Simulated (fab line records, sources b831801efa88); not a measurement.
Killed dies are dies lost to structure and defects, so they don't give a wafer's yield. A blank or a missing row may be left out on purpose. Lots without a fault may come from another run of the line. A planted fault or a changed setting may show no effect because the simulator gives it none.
Chamber matching | flow gf180mcu | GF_V5_CMP_04 on cmp-02: 4 sister chambers
The step polishes SiO2. 8 wafers are shown with their chamber, then 11 later ones without.

WAFERS WITH THEIR CHAMBER
wafer  | chamber | motor_current_A (A) | edge_zone_pressure_frac
L589.3 | 2       | 12.2                | 0.996
L590.2 | 2       | 11.2                | 1.005
L600.2 | 1       | 11.0                | 1.009
L600.5 | 1       | 11.3                | 1.006
L602.3 | 3       | 12.3                | 0.997
L602.4 | 0       | 14.9                | 0.995
L602.5 | 3       | 12.9                | 1.002
L603.1 | 0       | 14.4                | 1.004

WAFERS WITHOUT THEIR CHAMBER
wafer  | motor_current_A (A) | edge_zone_pressure_frac
L603.2 | 10.8                | 1.004
L603.5 | 11.7                | 1.005
L605.1 | 14.0                | 0.994
L605.3 | 12.6                | 0.997
L605.5 | 14.6                | 0.997
L606.1 | 14.0                | 1.002
L606.4 | 11.3                | 0.991
L606.5 | 11.5                | 0.995
L607.2 | 12.2                | 0.998
L607.5 | 11.2                | 0.993
L607.6 | 12.7                | 0.998

WHICH CHAMBER EACH WENT THROUGH
wafer  | from the rows above          | in truth
L603.2 | can't be placed: 1 or 2      | 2
L603.5 | can't be placed: 2 or 1 or 3 | 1
L605.1 | can't be placed: 0 or 3      | 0
L605.3 | can't be placed: 3 or 2      | 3
L605.5 | 0                            | 0
L606.1 | can't be placed: 0 or 3      | 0
L606.4 | can't be placed: 2 or 3 or 1 | 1
L606.5 | can't be placed: 2 or 3 or 1 | 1
L607.2 | can't be placed: 3 or 2      | 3
L607.5 | can't be placed: 2 or 1 or 3 | 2
L607.6 | can't be placed: 3 or 2      | 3
Placed correctly: 1 of 11. Can't be placed from these rows: 10 (the true chamber is among the candidates in 10). Placed wrongly: 0.
How it was worked out, from the rows above alone: a wafer's distance from a chamber is the root of the sum, over the readings, of the square of ((its reading less the chamber's mean) divided by the reading's scatter). The wafer belongs to the nearest chamber; if the next one is less than 2 further off, it can't be placed. A chamber's mean is the mean of its shown wafers. The scatter: the root of (the sum of the squares of (reading less its chamber's mean) over the shown wafers, divided by (wafers less chambers)).
